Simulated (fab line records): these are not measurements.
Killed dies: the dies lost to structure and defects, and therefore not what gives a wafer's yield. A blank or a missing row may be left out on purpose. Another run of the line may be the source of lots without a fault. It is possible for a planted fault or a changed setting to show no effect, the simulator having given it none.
Which tool did it? || flow sky130 || 13 lots with 38 wafers sampled at 5 steps, on a route of 708 steps

WHAT EACH GAUGE READ, for each wafer
SKY_VT_ADJUST_HVTP_CD_MEAS_07: the cd target is 380 nm. Usual: 379.4 nm for cdNm, sd 2.6.
{"lot": "L533", "measured": "day 6 03:12", "on": "cdSem-02", "cdNm (nm)": "380.2 381.3 379.6", "flag": ""}
{"lot": "L534", "measured": "day 6 07:39", "on": "cdSem-01", "cdNm (nm)": "381.7 381.7 383.6", "flag": ""}
{"lot": "L535", "measured": "day 6 12:17", "on": "cdSem-02", "cdNm (nm)": "378.8 376.9 376.3", "flag": ""}
{"lot": "L536", "measured": "day 6 21:12", "on": "cdSem-01", "cdNm (nm)": "377.0 376.5 378.9", "flag": ""}
{"lot": "L537", "measured": "day 7 02:07", "on": "cdSem-02", "cdNm (nm)": "378.0 377.6 376.1", "flag": ""}
{"lot": "L538", "measured": "day 7 04:56", "on": "cdSem-01", "cdNm (nm)": "377.4 377.1 376.1", "flag": ""}
{"lot": "L539", "measured": "day 7 14:28", "on": "cdSem-01", "cdNm (nm)": "379.7 380.5 378.0", "flag": ""}
{"lot": "L540", "measured": "day 7 22:09", "on": "cdSem-01", "cdNm (nm)": "380.4 382.8 384.1", "flag": ""}
{"lot": "L541", "measured": "day 8 01:50", "on": "cdSem-01", "cdNm (nm)": "382.9 382.5 378.8", "flag": ""}
{"lot": "L542", "measured": "day 8 06:10", "on": "cdSem-02", "cdNm (nm)": "377.7 379.5 378.5", "flag": ""}
{"lot": "L547", "measured": "day 9 20:42", "on": "cdSem-01", "cdNm (nm)": "377.5 378.0 375.3", "flag": ""}
{"lot": "L549", "measured": "day 10 18:00", "on": "cdSem-02", "cdNm (nm)": "375.0 376.1", "flag": ""}
{"lot": "L550", "measured": "day 11 04:30", "on": "cdSem-01", "cdNm (nm)": "380.1 379.7 378.6", "flag": ""}

SKY_VT_ADJUST_HVTP_TW_MEAS_11. Usual: VT_ADJUST_HVTP_TW 1361, standard deviation 8.9.
{"lot": "L533", "measured": "day 6 03:36", "on": "filmMetro-01", "VT_ADJUST_HVTP_TW": "1364 1370 1369", "flag": ""}
{"lot": "L534", "measured": "day 6 08:13", "on": "filmMetro-02", "VT_ADJUST_HVTP_TW": "1365 1365 1365", "flag": ""}
{"lot": "L535", "measured": "day 6 12:40", "on": "filmMetro-01", "VT_ADJUST_HVTP_TW": "1366 1363 1363", "flag": ""}
{"lot": "L536", "measured": "day 6 21:36", "on": "filmMetro-02", "VT_ADJUST_HVTP_TW": "1367 1363 1368", "flag": ""}
{"lot": "L537", "measured": "day 7 02:31", "on": "filmMetro-02", "VT_ADJUST_HVTP_TW": "1356 1358 1362", "flag": ""}
{"lot": "L538", "measured": "day 7 05:20", "on": "filmMetro-02", "VT_ADJUST_HVTP_TW": "1362 1362 1362", "flag": ""}
{"lot": "L539", "measured": "day 7 14:52", "on": "filmMetro-03", "VT_ADJUST_HVTP_TW": "1344 1350 1339", "flag": ""}
{"lot": "L540", "measured": "day 7 22:33", "on": "filmMetro-02", "VT_ADJUST_HVTP_TW": "1359 1363 1362", "flag": ""}
{"lot": "L541", "measured": "day 8 02:13", "on": "filmMetro-03", "VT_ADJUST_HVTP_TW": "1348 1340 1346", "flag": ""}
{"lot": "L542", "measured": "day 8 06:34", "on": "filmMetro-03", "VT_ADJUST_HVTP_TW": "1346 1350 1349", "flag": ""}
{"lot": "L547", "measured": "day 9 21:06", "on": "filmMetro-02", "VT_ADJUST_HVTP_TW": "1365 1366 1365", "flag": ""}
{"lot": "L549", "measured": "day 10 18:25", "on": "filmMetro-02", "VT_ADJUST_HVTP_TW": "1367 1360", "flag": ""}
{"lot": "L550", "measured": "day 11 04:54", "on": "filmMetro-01", "VT_ADJUST_HVTP_TW": "1373 1365 1369", "flag": ""}

SKY_VT_ADJUST_HVTR_CD_MEAS_07: the cd target is 380 nm. Usual: 380.0 nm for cdNm, sd 2.7.
{"lot": "L533", "measured": "day 9 10:33", "on": "cdSem-02", "cdNm (nm)": "381.6 380.6 378.1", "flag": ""}
{"lot": "L534", "measured": "day 9 15:08", "on": "cdSem-02", "cdNm (nm)": "378.0 374.7 376.4", "flag": ""}
{"lot": "L535", "measured": "day 9 22:02", "on": "cdSem-02", "cdNm (nm)": "383.6 383.4 381.6", "flag": ""}
{"lot": "L536", "measured": "day 10 09:45", "on": "cdSem-01", "cdNm (nm)": "381.9 381.9 382.7", "flag": ""}
{"lot": "L537", "measured": "day 10 13:09", "on": "cdSem-01", "cdNm (nm)": "376.0 377.9 379.5", "flag": ""}
{"lot": "L538", "measured": "day 10 19:23", "on": "cdSem-02", "cdNm (nm)": "381.2 383.4 381.5", "flag": ""}
{"lot": "L539", "measured": "day 11 05:57", "on": "cdSem-02", "cdNm (nm)": "375.9 377.4 378.3", "flag": ""}
{"lot": "L540", "measured": "day 11 13:21", "on": "cdSem-02", "cdNm (nm)": "379.1 377.5 379.6", "flag": ""}
{"lot": "L541", "measured": "day 11 20:34", "on": "cdSem-02", "cdNm (nm)": "374.9 378.7 377.1", "flag": ""}
{"lot": "L542", "measured": "day 12 00:01", "on": "cdSem-02", "cdNm (nm)": "380.5 381.6 379.0", "flag": ""}
{"lot": "L547", "measured": "day 13 16:46", "on": "cdSem-01", "cdNm (nm)": "376.6 376.9 377.3", "flag": ""}
{"lot": "L549", "measured": "day 14 15:56", "on": "cdSem-01", "cdNm (nm)": "382.1 369.3 382.1 368.9", "flag": ""}
{"lot": "L550", "measured": "day 15 04:51", "on": "cdSem-01", "cdNm (nm)": "370.8 371.7 384.1", "flag": ""}

SKY_SONOS_TUNNEL_OVL_MEAS_08. Usual: SONOS_TUNNEL_OVL -1.1 nm, standard deviation 1.3.
{"lot": "L533", "measured": "day 11 09:03", "on": "overlay-02", "SONOS_TUNNEL_OVL (nm)": "-2.1 0.2 -1.2", "flag": ""}
{"lot": "L534", "measured": "day 11 12:33", "on": "overlay-01", "SONOS_TUNNEL_OVL (nm)": "-2.7 -2.3 -3.0", "flag": ""}
{"lot": "L535", "measured": "day 11 21:28", "on": "overlay-02", "SONOS_TUNNEL_OVL (nm)": "-3.1 -4.0 -0.9", "flag": ""}
{"lot": "L536", "measured": "day 12 09:17", "on": "overlay-01", "SONOS_TUNNEL_OVL (nm)": "-0.8 -0.5 -1.3", "flag": ""}
{"lot": "L537", "measured": "day 12 12:55", "on": "overlay-01", "SONOS_TUNNEL_OVL (nm)": "-1.7 -1.5 -1.1", "flag": ""}
{"lot": "L538", "measured": "day 12 18:43", "on": "overlay-02", "SONOS_TUNNEL_OVL (nm)": "-1.9 -1.9 -1.0", "flag": ""}
{"lot": "L539", "measured": "day 13 04:37", "on": "overlay-01", "SONOS_TUNNEL_OVL (nm)": "1.0 0.2 -0.6", "flag": ""}
{"lot": "L540", "measured": "day 13 11:22", "on": "overlay-02", "SONOS_TUNNEL_OVL (nm)": "-2.9 1.3 -2.4", "flag": ""}
{"lot": "L541", "measured": "day 13 17:19", "on": "overlay-02", "SONOS_TUNNEL_OVL (nm)": "-2.5 -2.2 -2.9", "flag": ""}
{"lot": "L542", "measured": "day 13 22:10", "on": "overlay-02", "SONOS_TUNNEL_OVL (nm)": "-0.6 -0.4 0.5", "flag": ""}
{"lot": "L547", "measured": "day 15 20:32", "on": "overlay-01", "SONOS_TUNNEL_OVL (nm)": "-0.5 0.2 -2.8", "flag": ""}
{"lot": "L549", "measured": "day 16 22:02", "on": "overlay-01", "SONOS_TUNNEL_OVL (nm)": "-0.7 -0.5", "flag": ""}
{"lot": "L550", "measured": "day 17 11:52", "on": "overlay-02", "SONOS_TUNNEL_OVL (nm)": "-2.1 -1.8 -2.5", "flag": ""}

EACH LOT AND THE TOOL THAT RAN IT (in order: tool; ch and the chambers of the sampled wafers; start)
{"lot": "L533", "SKY_VT_ADJUST_HVTR_EXPOSE_04": "ilineStepper-01 ch 0, day 9 00:10"}
{"lot": "L534", "SKY_VT_ADJUST_HVTR_EXPOSE_04": "ilineStepper-01 ch 0, day 9 04:50"}
{"lot": "L535", "SKY_VT_ADJUST_HVTR_EXPOSE_04": "ilineStepper-01 ch 0, day 9 11:01"}
{"lot": "L536", "SKY_VT_ADJUST_HVTR_EXPOSE_04": "ilineStepper-02 ch 0, day 9 22:44"}
{"lot": "L537", "SKY_VT_ADJUST_HVTR_EXPOSE_04": "ilineStepper-01 ch 0, day 10 02:32"}
{"lot": "L538", "SKY_VT_ADJUST_HVTR_EXPOSE_04": "ilineStepper-02 ch 0, day 10 07:55"}
{"lot": "L539", "SKY_VT_ADJUST_HVTR_EXPOSE_04": "ilineStepper-02 ch 0, day 10 18:41"}
{"lot": "L540", "SKY_VT_ADJUST_HVTR_EXPOSE_04": "ilineStepper-01 ch 0, day 11 01:53"}
{"lot": "L541", "SKY_VT_ADJUST_HVTR_EXPOSE_04": "ilineStepper-01 ch 0, day 11 08:40"}
{"lot": "L542", "SKY_VT_ADJUST_HVTR_EXPOSE_04": "ilineStepper-02 ch 0, day 11 12:08"}
{"lot": "L547", "SKY_VT_ADJUST_HVTR_EXPOSE_04": "ilineStepper-01 ch 0, day 13 06:26"}
{"lot": "L549", "SKY_VT_ADJUST_HVTR_EXPOSE_04": "ilineStepper-02 ch 0, day 14 01:23"}
{"lot": "L550", "SKY_VT_ADJUST_HVTR_EXPOSE_04": "ilineStepper-02 ch 0, day 14 15:26"}
- SKY_VT_ADJUST_HVTR_EXPOSE_04: exposes mask HVTRM, target cd 380 nm.

AS READ BY THE TOOLS THEMSELVES (means over the sampled wafers that have a number; for cases with no such wafer, the mark the record gives instead)
SKY_VT_ADJUST_HVTR_EXPOSE_04. Usual: stageVelMmS 499.97 mm/s, standard deviation 0.26.
{"lot": "L533", "tool": "ilineStepper-01", "stageVelMmS (mm/s)": 500.24, "flag": ""}
{"lot": "L534", "tool": "ilineStepper-01", "stageVelMmS (mm/s)": 500.33, "flag": ""}
{"lot": "L535", "tool": "ilineStepper-01", "stageVelMmS (mm/s)": 500.09, "flag": ""}
{"lot": "L536", "tool": "ilineStepper-02", "stageVelMmS (mm/s)": 500.03, "flag": ""}
{"lot": "L537", "tool": "ilineStepper-01", "stageVelMmS (mm/s)": 499.72, "flag": ""}
{"lot": "L538", "tool": "ilineStepper-02", "stageVelMmS (mm/s)": 500.37, "flag": ""}
{"lot": "L539", "tool": "ilineStepper-02", "stageVelMmS (mm/s)": 499.97, "flag": ""}
{"lot": "L540", "tool": "ilineStepper-01", "stageVelMmS (mm/s)": 499.57, "flag": ""}
{"lot": "L541", "tool": "ilineStepper-01", "stageVelMmS (mm/s)": 500.31, "flag": ""}
{"lot": "L542", "tool": "ilineStepper-02", "stageVelMmS (mm/s)": 500.13, "flag": ""}
{"lot": "L547", "tool": "ilineStepper-01", "stageVelMmS (mm/s)": 500.02, "flag": ""}
{"lot": "L549", "tool": "ilineStepper-02", "stageVelMmS (mm/s)": 500.20, "flag": ""}
{"lot": "L550", "tool": "ilineStepper-02", "stageVelMmS (mm/s)": 499.95, "flag": ""}

THE ANSWER, worked out from the rows above alone
Rule: a lot is off if the mean of its wafers that have a number lies more than 3 standard deviations from the usual mean. Also off: a lot with no number at a reading for which 4 or more lots have one. The other lots that the step has rows for count as sound. Order of review: gauges by route order, followed by the tools' own readings, for which a lot's mean as printed above is used. The first step at which some lot is off is used, and at that step the reading that is off furthest; a lot without a number counts as furthest.
None of the lots is off at any reading shown; this tells nothing.

WHAT THE SIMULATOR HAD INSERTED
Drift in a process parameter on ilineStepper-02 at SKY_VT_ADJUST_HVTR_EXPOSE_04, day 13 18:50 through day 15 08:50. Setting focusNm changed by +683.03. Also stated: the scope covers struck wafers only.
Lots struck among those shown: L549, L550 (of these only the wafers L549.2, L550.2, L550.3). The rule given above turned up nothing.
